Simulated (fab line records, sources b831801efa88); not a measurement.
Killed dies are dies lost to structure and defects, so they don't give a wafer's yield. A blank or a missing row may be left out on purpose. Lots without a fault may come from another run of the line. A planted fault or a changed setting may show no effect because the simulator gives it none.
Which tool did it? | flow gf180mcu | 12 lots, 36 wafers sampled, at 5 steps of a route of 602

WHAT THE GAUGES READ, wafer by wafer
GF_LVPWELL_TW_MEAS_11.
lot  | measured    | on            | LVPWELL_TW
L462 | day 3 22:55 | film_metro-04 | 556 556 555
L464 | day 4 07:55 | film_metro-04 | 554 556 559
L465 | day 4 14:13 | film_metro-04 | 557 557 555
L466 | day 4 18:22 | film_metro-04 | 557 559 553
L467 | day 5 01:38 | film_metro-01 | 563 570 567
L468 | day 5 05:25 | film_metro-02 | 561 561 563
L469 | day 5 11:01 | film_metro-02 | 559 563 561
L476 | day 7 06:50 | film_metro-04 | 544 544 554
L479 | day 7 20:36 | film_metro-02 | 559 558 556
L478 | day 7 20:56 | film_metro-02 | 560 562 561
L482 | day 8 13:39 | film_metro-02 | 561 558 557
L485 | day 9 05:07 | film_metro-02 | 560 558 556

GF_MVPSD_TW_MEAS_11.
lot  | measured     | on            | MVPSD_TW
L462 | day 5 01:36  | film_metro-02 | 555 555 551
L464 | day 5 11:14  | film_metro-02 | 553 553 553
L465 | day 5 18:19  | film_metro-01 | 564 563 560
L466 | day 5 22:14  | film_metro-02 | 555 554 554
L467 | day 6 07:03  | film_metro-04 | 551 547 548
L468 | day 6 10:29  | film_metro-01 | 559 557 558
L469 | day 6 17:06  | film_metro-02 | 555 553 553
L476 | day 8 14:45  | film_metro-04 | 553 552 556
L479 | day 9 05:35  | film_metro-01 | 558 557 558
L478 | day 9 06:14  | film_metro-01 | 558 557 556
L482 | day 9 23:32  | film_metro-02 | 555 553 554
L485 | day 10 16:11 | film_metro-04 | 546 546 549

GF_VT_IMPLANT_RS_MEAS_48: measures by four-point-probe.
lot  | measured     | on            | LVPWELL_RS (ohm/sq)
L462 | day 7 12:37  | film_metro-04 | 1194 1197 1196
L464 | day 8 01:55  | film_metro-04 | 1196 1199 1198
L465 | day 8 07:37  | film_metro-01 | 1193 1193 1189
L466 | day 8 11:28  | film_metro-04 | 1191 1190 1191
L467 | day 8 22:01  | film_metro-01 | 1198 1197 1197
L468 | day 9 03:26  | film_metro-01 | 1199 1201 1200
L469 | day 9 10:38  | film_metro-01 | 1196 1193 1195
L476 | day 11 12:29 | film_metro-04 | 1246 1247 1198
L479 | day 12 06:59 | film_metro-01 | 1199 1199 1204
L478 | day 12 07:34 | film_metro-04 | 1195 1194 1195
L482 | day 13 03:22 | film_metro-01 | 1197 1197 1199
L485 | day 13 21:44 | film_metro-04 | 1194 1197 1195

WHICH TOOL RAN EACH LOT (tool, then ch and the chambers of the sampled wafers, then the start)
lot  | GF_LVPWELL_IMPLANT_08          | GF_VT_IMPLANT_RTA_45
L462 | implanter-02 ch 0, day 3 22:32 | rtp_anneal-01 ch 0, day 7 12:17
L464 | implanter-02 ch 0, day 4 07:31 | rtp_anneal-02 ch 0, day 8 01:34
L465 | implanter-02 ch 0, day 4 13:50 | rtp_anneal-01 ch 0, day 8 07:16
L466 | implanter-02 ch 0, day 4 17:58 | rtp_anneal-02 ch 0, day 8 11:07
L467 | implanter-02 ch 0, day 5 01:16 | rtp_anneal-01 ch 0, day 8 21:35
L468 | implanter-02 ch 0, day 5 05:01 | rtp_anneal-01 ch 0, day 9 03:06
L469 | implanter-02 ch 0, day 5 10:38 | rtp_anneal-02 ch 0, day 9 10:17
L476 | implanter-02 ch 0, day 7 06:26 | rtp_anneal-02 ch 0, day 11 12:09
L479 | implanter-01 ch 0, day 7 20:14 | rtp_anneal-01 ch 0, day 12 06:38
L478 | implanter-01 ch 0, day 7 20:32 | rtp_anneal-02 ch 0, day 12 07:13
L482 | implanter-04 ch 0, day 8 13:15 | rtp_anneal-01 ch 0, day 13 03:01
L485 | implanter-01 ch 0, day 9 04:44 | rtp_anneal-02 ch 0, day 13 21:23
- GF_LVPWELL_IMPLANT_08
- GF_VT_IMPLANT_RTA_45: time 30 s.

WHAT THE TOOLS THEMSELVES READ (means of the sampled wafers that have a number; where no wafer has one, the mark that the record gives instead)
GF_LVPWELL_IMPLANT_08.
lot  | tool         | dose_ions_cm2 | faraday_current_uA
L462 | implanter-02 | 1.5013e+13    | 84.0
L464 | implanter-02 | 1.5000e+13    | 84.6
L465 | implanter-02 | 1.4995e+13    | 83.7
L466 | implanter-02 | 1.4999e+13    | 85.6
L467 | implanter-02 | 1.5001e+13    | 81.6
L468 | implanter-02 | 1.5019e+13    | 82.7
L469 | implanter-02 | 1.5018e+13    | 85.2
L476 | implanter-02 | 1.4998e+13    | 84.6
L479 | implanter-01 | 1.4987e+13    | 86.3
L478 | implanter-01 | 1.5000e+13    | 84.1
L482 | implanter-04 | 1.5015e+13    | 85.7
L485 | implanter-01 | 1.4985e+13    | 84.0

GF_VT_IMPLANT_RTA_45.
lot  | tool          | lamp_power_pct (%) | wafer_temp_C_max
L462 | rtp_anneal-01 | 31.39              | 1053.4
L464 | rtp_anneal-02 | 31.73              | 1057.5
L465 | rtp_anneal-01 | 31.42              | 1053.6
L466 | rtp_anneal-02 | 31.74              | 1057.3
L467 | rtp_anneal-01 | 31.42              | 1053.8
L468 | rtp_anneal-01 | 31.43              | 1053.0
L469 | rtp_anneal-02 | 31.71              | 1057.2
L476 | rtp_anneal-02 | 31.74              | 1056.5
L479 | rtp_anneal-01 | 31.42              | 1052.8
L478 | rtp_anneal-02 | 31.72              | 1057.9
L482 | rtp_anneal-01 | 31.39              | 1054.7
L485 | rtp_anneal-02 | 31.73              | 1057.3

THE ANSWER, worked out from the rows above alone
Rule: what is usual is taken from the lots themselves. Put in order of their means at a reading, lots are off if they are a third of the lots or fewer, leave a main group of 4 or more, and stand apart from it by a gap of 3 or more times the standard deviation of the main group's means; of several such gaps the widest counts. A main group whose means are all the same, to the digits that the tables above print for the reading, isn't used. A lot without any number at a reading at which 4 lots or more have one is off too. The other lots that the step has rows for count as sound. The gauges are gone through in route order, then the tools' own readings, and for those a lot's mean is taken as printed above. The first step at which some lot is off is used, and at that step the reading that is off furthest; a lot without a number counts as furthest.
Off: L476, at GF_VT_IMPLANT_RS_MEAS_48 (LVPWELL_RS). The main group: mean 1196 ohm/sq, standard deviation 3.
A tool fits if, at a process step before that reading, it ran every lot that is off, and no sound lot after the first of them. The gauges at GF_VT_IMPLANT_RS_MEAS_48 are tried like those tools. One fits: implanter-02 at GF_LVPWELL_IMPLANT_08. Its last sound lot is L469 (day 5 10:38), its first lot that is off L476 (day 7 06:26): a fault that began between those two fits.

WHAT THE SIMULATOR HAD PUT IN
Process parameter drift: implanter-02, from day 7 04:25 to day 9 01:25, at GF_LVPWELL_IMPLANT_08. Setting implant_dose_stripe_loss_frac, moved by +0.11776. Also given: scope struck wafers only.
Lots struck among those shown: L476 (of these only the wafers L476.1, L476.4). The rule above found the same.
